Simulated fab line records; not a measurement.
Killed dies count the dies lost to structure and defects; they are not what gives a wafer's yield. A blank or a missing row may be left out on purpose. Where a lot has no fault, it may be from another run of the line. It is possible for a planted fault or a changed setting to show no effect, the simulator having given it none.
Chamber matching ; flow sfq line ; SFQ_TRILAYER_A5C_DEP_PECVD_142 on pecvd-02 has 3 sister chambers
The step deposits SiO2 from SiH4/N2O, time 15.556 s, target thk 70 nm. 18 wafers are shown with their chamber, then 8 later ones without.

EACH WAFER AND ITS CHAMBER
wafer;chamber;heater power w (W);throttle valve pct (%)
L152.1;1;90;24.8
L152.2;2;110;24.4
L152.3;0;69;25.4
L153.2;2;110;24.5
L153.4;2;109;24.5
L153.6;1;85;24.7
L154.1;1;84;24.7
L154.2;2;111;24.6
L154.4;0;75;25.6
L155.1;0;67;25.6
L155.3;1;80;24.8
L155.6;2;112;24.6
L157.3;1;81;24.7
L157.5;2;107;24.5
L168.2;2;112;24.6
L168.3;0;76;25.5
L168.5;0;74;25.2
L171.3;2;105;24.4

SIGNATURES (means of the wafers above)
reading;chamber 0;chamber 1;chamber 2;scatter within a chamber
heater power w;72.20;84.00;109.50;3.33
throttle valve pct;25.460;24.740;24.512;0.107
Rule: for a wafer and a chamber, the distance is found by dividing, reading by reading, the gap between the wafer's reading and the chamber's mean by the reading's scatter, squaring, summing and taking the root. If the next closest chamber is less than 2 further off than the closest, the wafer can't be placed; otherwise it belongs to the closest. The scatter: the root of (the sum of the squares of (reading less its chamber's mean) over the shown wafers, divided by (wafers less chambers)).

WAFERS WITHOUT THEIR CHAMBER
wafer;heater power w (W);throttle valve pct (%)
L171.4;96;24.6
L171.6;67;25.4
L172.1;95;24.7
L172.2;77;25.4
L172.5;102;24.4
L173.1;86;24.7
L173.2;108;24.2
L173.3;68;25.7

THE CHAMBER EACH PASSED THROUGH
wafer;from the rows above;in truth
L171.4;can't be placed: 1 or 2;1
L171.6;0;0
L172.1;can't be placed: 1 or 2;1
L172.2;0;0
L172.5;2;2
L173.1;1;1
L173.2;2;2
L173.3;0;0
Correct placement for 6 of the 8. Cannot be placed on the basis of these rows: 2; the candidates contain the true chamber in 2. Placed wrongly: 0.
